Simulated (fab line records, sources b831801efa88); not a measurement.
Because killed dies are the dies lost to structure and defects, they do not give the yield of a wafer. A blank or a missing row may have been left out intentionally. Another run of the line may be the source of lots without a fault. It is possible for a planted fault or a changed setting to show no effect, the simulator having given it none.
Which tool did it? | flow sky130 | 30 wafers from 10 lots sampled at 4 of the route's 708 steps

WHAT EACH GAUGE READ, for each wafer
SKY_CAPM_RS_MEAS_03: a four-point-probe measurement.
lot  | measured     | on           | CAPM_TIN_RS (ohm/sq)
L284 | day 36 04:04 | filmMetro-03 | 6.71 6.75 6.79
L286 | day 36 23:56 | filmMetro-01 | 7.01 6.87 6.88
L287 | day 37 05:42 | filmMetro-01 | 6.90 6.86 6.86
L293 | day 39 14:23 | filmMetro-04 | 6.96 6.82 8.28
L295 | day 40 02:02 | filmMetro-04 | 6.95 6.95 8.18
L297 | day 40 12:40 | filmMetro-03 | 6.67 6.77 6.78
L304 | day 43 04:47 | filmMetro-01 | 6.90 7.05 7.00
L307 | day 43 16:06 | filmMetro-04 | 6.90 6.90 6.88
L306 | day 43 17:49 | filmMetro-03 | 6.80 6.78 6.79
L305 | day 43 22:30 | filmMetro-04 | 6.79 6.79 6.87

TOOL THAT RAN EACH LOT (tool first, then ch and the chambers of the sampled wafers, then the start)
lot  | SKY_VIA2_ETCH_15                  | SKY_VIA2_STRIP_16                   | SKY_CAPM_SPUTTER_02
L284 | rieDiel-04 ch 0,2,3, day 36 02:23 | plasmaAsher-02 ch 0,1, day 36 02:26 | pvdSputter-01, day 36 03:58
L286 | rieDiel-01 ch 0,2,3, day 36 22:15 | plasmaAsher-04 ch 0,1, day 36 22:19 | pvdSputter-03, day 36 23:49
L287 | rieDiel-02 ch 0,1, day 37 04:00   | plasmaAsher-02 ch 0,1, day 37 04:04 | pvdSputter-03, day 37 05:34
L293 | rieDiel-02 ch 0,1,2, day 39 12:27 | plasmaAsher-02 ch 0,1, day 39 12:33 | pvdSputter-03, day 39 14:14
L295 | rieDiel-01 ch 0,1,2, day 40 00:19 | plasmaAsher-04 ch 0,1, day 40 00:23 | pvdSputter-03, day 40 01:55
L297 | rieDiel-04 ch 0,1,3, day 40 10:58 | plasmaAsher-02 ch 0,1, day 40 11:02 | pvdSputter-02, day 40 12:34
L304 | rieDiel-01 ch 2,3, day 43 03:04   | plasmaAsher-04 ch 0, day 43 03:08   | pvdSputter-02, day 43 04:40
L307 | rieDiel-01 ch 0,2, day 43 14:25   | plasmaAsher-04 ch 1, day 43 14:29   | pvdSputter-01, day 43 15:59
L306 | rieDiel-02 ch 1,3, day 43 16:09   | plasmaAsher-04 ch 0,1, day 43 16:13 | pvdSputter-01, day 43 17:43
L305 | rieDiel-02 ch 0,2, day 43 20:49   | plasmaAsher-04 ch 0,1, day 43 20:53 | pvdSputter-02, day 43 22:23
- SKY_VIA2_ETCH_15: etches SiO2 in C4F8/O2/Ar, stops on TiN, target depth 546 nm, time 84 s.
- SKY_VIA2_STRIP_16: strips in O2/N2.
- SKY_CAPM_SPUTTER_02: material TiN, target thk 200 nm, time 166.7 s.

THE ANSWER, worked out from the rows above alone
Rule: what is usual is taken from the lots themselves. The widest of any qualifying gaps counts: lots, ordered by their means at a reading, are off when they make up no more than a third of the lots, leave a main group of 4 or more, and stand apart from it by 3 or more times the standard deviation of that group's means. If all means in a main group match to the digits the tables above print for the reading, that group is not used. A lot without any number at a reading at which 4 lots or more have one is off too. The other lots that the step has rows for count as sound.
Off: L293, L295, at SKY_CAPM_RS_MEAS_03 (CAPM_TIN_RS). The main group has a mean of 6.85 ohm/sq with a standard deviation of 0.08.
A tool fits if, at a process step before that reading, it ran every lot that is off, and no sound lot after the first of them. The gauges at SKY_CAPM_RS_MEAS_03 are tried like those tools. One fits: SKY_CAPM_SPUTTER_02 on pvdSputter-03. A fault onset in the window from L287 (day 37 05:34, its last sound lot) to L293 (day 39 14:14, its first lot off) fits.

WHAT HAD BEEN PUT IN BY THE SIMULATOR
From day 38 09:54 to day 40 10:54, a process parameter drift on pvdSputter-03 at SKY_CAPM_SPUTTER_02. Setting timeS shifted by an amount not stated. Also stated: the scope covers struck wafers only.
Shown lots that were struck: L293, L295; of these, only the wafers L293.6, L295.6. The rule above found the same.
